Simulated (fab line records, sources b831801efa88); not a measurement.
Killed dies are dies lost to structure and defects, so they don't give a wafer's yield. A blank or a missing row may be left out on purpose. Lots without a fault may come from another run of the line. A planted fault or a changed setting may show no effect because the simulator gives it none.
Which tool did it? | flow sky130 | 24 lots, 72 wafers sampled, at 4 steps of a route of 708

WHAT THE GAUGES READ, wafer by wafer
SKY_VIA2_THK_MEAS_01.
lot  | measured     | on            | VIA2_HDPCVD_THK (nm)
L074 | day 34 23:51 | film_metro-02 | 1173 1171 1187
L075 | day 36 08:11 | film_metro-03 | 1177 1168 1162
L076 | day 36 09:19 | film_metro-01 | 1194 1186 1193
L077 | day 36 09:23 | film_metro-02 | 1184 1155 1178
L079 | day 36 10:42 | film_metro-03 | 1176 1172 1173
L078 | day 36 15:28 | film_metro-03 | 1183 1176 1194
L080 | day 36 23:44 | film_metro-01 | 1154 1165 1170
L081 | day 37 12:40 | film_metro-03 | 1184 1177 1188
L082 | day 37 22:38 | film_metro-01 | 1174 1168 1173
L083 | day 38 05:19 | film_metro-02 | 1183 1172 1182
L084 | day 38 01:23 | film_metro-03 | 1175 1173 1183
L085 | day 38 07:11 | film_metro-01 | 1157 1174 1181
L086 | day 38 23:16 | film_metro-03 | 1177 1185 1184
L087 | day 39 08:50 | film_metro-03 | 1163 1173 1172
L088 | day 39 11:23 | film_metro-02 | 1180 1172 1164
L089 | day 39 18:59 | film_metro-03 | 1168 1173 1168
L090 | day 40 04:56 | film_metro-02 | 1166 1182 1172
L091 | day 40 07:41 | film_metro-02 | 1160 1157 1177
L092 | day 40 12:56 | film_metro-02 | 1186 1197 1182
L093 | day 41 06:50 | film_metro-03 | 1175 1196 1175
L094 | day 41 13:59 | film_metro-03 | 1183 1189 1184
L095 | day 42 06:25 | film_metro-02 | 1170 1182 1172
L096 | day 43 07:20 | film_metro-01 | 1167 1151 1155
L097 | day 43 07:00 | film_metro-03 | 1162 1160 1169

WHICH TOOL RAN EACH LOT (tool, then ch and the chambers of the sampled wafers, then the start)
lot  | SKY_NWELL_STRIP_25                   | SKY_METAL2_SPUTTER_04        | SKY_METAL2_ETCH_18
L074 | plasma_asher-01 ch 0,1, day 5 08:06  | pvd_sputter-02, day 33 20:03 | rie_metal-02 ch 0, day 34 22:50
L075 | plasma_asher-01 ch 0,1, day 6 06:30  | pvd_sputter-03, day 35 04:38 | rie_metal-02 ch 1, day 36 07:17
L076 | plasma_asher-01 ch 0,1, day 6 06:53  | pvd_sputter-02, day 35 05:24 | rie_metal-04 ch 0,1, day 36 08:26
L077 | plasma_asher-04 ch 0,1, day 6 07:48  | pvd_sputter-04, day 35 05:44 | rie_metal-02 ch 0,1, day 36 08:31
L079 | plasma_asher-04 ch 0,1, day 6 10:44  | pvd_sputter-02, day 35 08:17 | rie_metal-04 ch 0,1, day 36 09:50
L078 | plasma_asher-04 ch 1, day 6 11:03    | pvd_sputter-04, day 35 11:34 | rie_metal-04 ch 1, day 36 14:15
L080 | plasma_asher-03 ch 0,1, day 6 19:32  | pvd_sputter-04, day 35 21:04 | rie_metal-04 ch 0, day 36 22:43
L081 | plasma_asher-01 ch 0,1, day 7 05:38  | pvd_sputter-04, day 36 08:59 | rie_metal-03 ch 0,1, day 37 11:45
L082 | plasma_asher-04 ch 0,1, day 7 08:54  | pvd_sputter-02, day 36 18:50 | rie_metal-03 ch 0,1, day 37 21:43
L083 | plasma_asher-04 ch 0,1, day 7 13:35  | pvd_sputter-02, day 37 02:09 | rie_metal-03 ch 0,1, day 38 04:24
L084 | plasma_asher-01 ch 0,1, day 7 15:08  | pvd_sputter-04, day 36 22:38 | rie_metal-03 ch 0,1, day 38 00:29
L085 | plasma_asher-04 ch 0,1, day 7 21:09  | pvd_sputter-04, day 37 04:06 | rie_metal-04 ch 0,1, day 38 06:19
L086 | plasma_asher-03 ch 0,1, day 8 06:48  | pvd_sputter-02, day 37 21:08 | rie_metal-04 ch 1, day 38 22:15
L087 | plasma_asher-03 ch 0,1, day 8 13:14  | pvd_sputter-03, day 38 07:03 | rie_metal-03 ch 0,1, day 39 07:58
L088 | plasma_asher-03 ch 0,1, day 8 18:00  | pvd_sputter-04, day 38 09:04 | rie_metal-04 ch 0,1, day 39 10:31
L089 | plasma_asher-01 ch 1, day 8 23:36    | pvd_sputter-04, day 38 16:52 | rie_metal-03 ch 0,1, day 39 18:06
L090 | plasma_asher-03 ch 0,1, day 9 10:35  | pvd_sputter-03, day 39 03:14 | rie_metal-03 ch 0,1, day 40 04:04
L091 | plasma_asher-04 ch 0,1, day 9 15:32  | pvd_sputter-03, day 39 06:34 | rie_metal-03 ch 0,1, day 40 06:46
L092 | plasma_asher-01 ch 0,1, day 9 16:50  | pvd_sputter-02, day 39 11:46 | rie_metal-03 ch 0,1, day 40 12:02
L093 | plasma_asher-04 ch 0,1, day 10 02:45 | pvd_sputter-04, day 40 01:11 | rie_metal-03 ch 0,1, day 41 01:36
L094 | plasma_asher-03 ch 0,1, day 10 16:51 | pvd_sputter-04, day 40 14:16 | rie_metal-04 ch 0, day 41 12:56
L095 | plasma_asher-03 ch 1, day 11 13:05   | pvd_sputter-04, day 41 06:24 | rie_metal-03 ch 0,1, day 42 05:33
L096 | plasma_asher-01 ch 0,1, day 11 23:24 | pvd_sputter-02, day 42 07:47 | rie_metal-03 ch 0,1, day 43 06:28
L097 | plasma_asher-04 ch 0,1, day 11 23:45 | pvd_sputter-04, day 42 07:17 | rie_metal-04 ch 0,1, day 43 06:07
- SKY_NWELL_STRIP_25: strips in O2/N2.
- SKY_METAL2_SPUTTER_04: material TiN, target thk 70 nm, time 58.3 s.
- SKY_METAL2_ETCH_18: etches BARC in N2/H2, stops on SiO2, time 45.9 s, target depth 60 nm.

WHAT THE TOOLS THEMSELVES READ (means of the sampled wafers that have a number; where no wafer has one, the mark that the record gives instead)
SKY_NWELL_STRIP_25.
lot  | tool            | drypump_motor_current_A (A) | oes_product_au (a.u.) | strip_time_to_endpoint_s (s)
L074 | plasma_asher-01 | 5.6                         | 0.724                 | 36.93
L075 | plasma_asher-01 | 5.6                         | 0.725                 | 36.89
L076 | plasma_asher-01 | 5.8                         | 0.720                 | 36.87
L077 | plasma_asher-04 | 6.2                         | 0.720                 | 36.80
L079 | plasma_asher-04 | 6.3                         | 0.720                 | 36.95
L078 | plasma_asher-04 | 6.0                         | 0.724                 | 36.89
L080 | plasma_asher-03 | 6.2                         | 0.718                 | 36.83
L081 | plasma_asher-01 | 5.6                         | 0.719                 | 36.92
L082 | plasma_asher-04 | 6.3                         | 0.724                 | 36.88
L083 | plasma_asher-04 | 6.1                         | 0.720                 | 37.00
L084 | plasma_asher-01 | 5.6                         | 0.724                 | 36.82
L085 | plasma_asher-04 | 6.1                         | 0.722                 | 36.84
L086 | plasma_asher-03 | 5.8                         | 0.721                 | 36.96
L087 | plasma_asher-03 | 5.8                         | 0.723                 | 36.86
L088 | plasma_asher-03 | 6.2                         | 0.720                 | 36.94
L089 | plasma_asher-01 | 5.9                         | 0.726                 | 36.98
L090 | plasma_asher-03 | 5.8                         | 0.722                 | 36.98
L091 | plasma_asher-04 | 6.3                         | 0.720                 | 36.79
L092 | plasma_asher-01 | 5.6                         | 0.722                 | 36.77
L093 | plasma_asher-04 | 6.1                         | 0.721                 | 36.92
L094 | plasma_asher-03 | 6.2                         | 0.721                 | 36.92
L095 | plasma_asher-03 | 5.5                         | 0.721                 | 36.93
L096 | plasma_asher-01 | 5.6                         | 0.719                 | 36.76
L097 | plasma_asher-04 | 6.3                         | 0.719                 | 36.89

SKY_METAL2_SPUTTER_04.
lot  | tool           | throttle_valve_pct (%)
L074 | pvd_sputter-02 | 30.7
L075 | pvd_sputter-03 | 29.6
L076 | pvd_sputter-02 | 30.8
L077 | pvd_sputter-04 | 29.3
L079 | pvd_sputter-02 | 30.3
L078 | pvd_sputter-04 | 29.9
L080 | pvd_sputter-04 | 28.4
L081 | pvd_sputter-04 | 29.6
L082 | pvd_sputter-02 | 29.8
L083 | pvd_sputter-02 | 30.3
L084 | pvd_sputter-04 | 30.1
L085 | pvd_sputter-04 | 30.2
L086 | pvd_sputter-02 | 29.8
L087 | pvd_sputter-03 | 30.3
L088 | pvd_sputter-04 | 29.6
L089 | pvd_sputter-04 | 29.1
L090 | pvd_sputter-03 | 29.9
L091 | pvd_sputter-03 | 29.7
L092 | pvd_sputter-02 | 30.3
L093 | pvd_sputter-04 | 30.1
L094 | pvd_sputter-04 | 29.5
L095 | pvd_sputter-04 | 29.8
L096 | pvd_sputter-02 | 29.8
L097 | pvd_sputter-04 | 29.6

SKY_METAL2_ETCH_18.
lot  | tool         | drypump_motor_current_A (A) | oes_product_au (a.u.) | throttle_valve_pct (%)
L074 | rie_metal-02 | 6.28                        | 0.861                 | 13.221
L075 | rie_metal-02 | 5.30                        | 0.860                 | 13.227
L076 | rie_metal-04 | 5.92                        | 0.857                 | 13.224
L077 | rie_metal-02 | 5.65                        | 0.849                 | 13.227
L079 | rie_metal-04 | 5.84                        | 0.855                 | 13.231
L078 | rie_metal-04 | 5.72                        | 0.857                 | 13.229
L080 | rie_metal-04 | 6.01                        | 0.852                 | 13.227
L081 | rie_metal-03 | 6.27                        | 0.855                 | 13.227
L082 | rie_metal-03 | 6.09                        | 0.853                 | 13.228
L083 | rie_metal-03 | 6.09                        | 0.852                 | 13.215
L084 | rie_metal-03 | 6.26                        | 0.860                 | 13.224
L085 | rie_metal-04 | 5.92                        | 0.856                 | 13.225
L086 | rie_metal-04 | 5.76                        | 0.856                 | 13.220
L087 | rie_metal-03 | 6.08                        | 0.848                 | 13.232
L088 | rie_metal-04 | 5.90                        | 0.855                 | 13.215
L089 | rie_metal-03 | 6.08                        | 0.857                 | 13.223
L090 | rie_metal-03 | 6.07                        | 0.860                 | 13.215
L091 | rie_metal-03 | 6.10                        | 0.851                 | 13.223
L092 | rie_metal-03 | 6.25                        | 0.855                 | 13.227
L093 | rie_metal-03 | 6.27                        | 0.850                 | 13.223
L094 | rie_metal-04 | 6.01                        | 0.848                 | 13.233
L095 | rie_metal-03 | 6.28                        | 0.858                 | 13.230
L096 | rie_metal-03 | 6.26                        | 0.862                 | 13.226
L097 | rie_metal-04 | 5.91                        | 0.851                 | 13.223

THE ANSWER, worked out from the rows above alone
Rule: what is usual is taken from the lots themselves. Put in order of their means at a reading, lots are off if they are a third of the lots or fewer, leave a main group of 4 or more, and stand apart from it by a gap of 3 or more times the standard deviation of the main group's means; of several such gaps the widest counts. A main group whose means are all the same, to the digits that the tables above print for the reading, isn't used. A lot without any number at a reading at which 4 lots or more have one is off too. The other lots that the step has rows for count as sound. The gauges are gone through in route order, then the tools' own readings, and for those a lot's mean is taken as printed above. The first step at which some lot is off is used, and at that step the reading that is off furthest; a lot without a number counts as furthest.
No lot is off at any reading shown: from this, nothing can be told.

WHAT THE SIMULATOR HAD PUT IN
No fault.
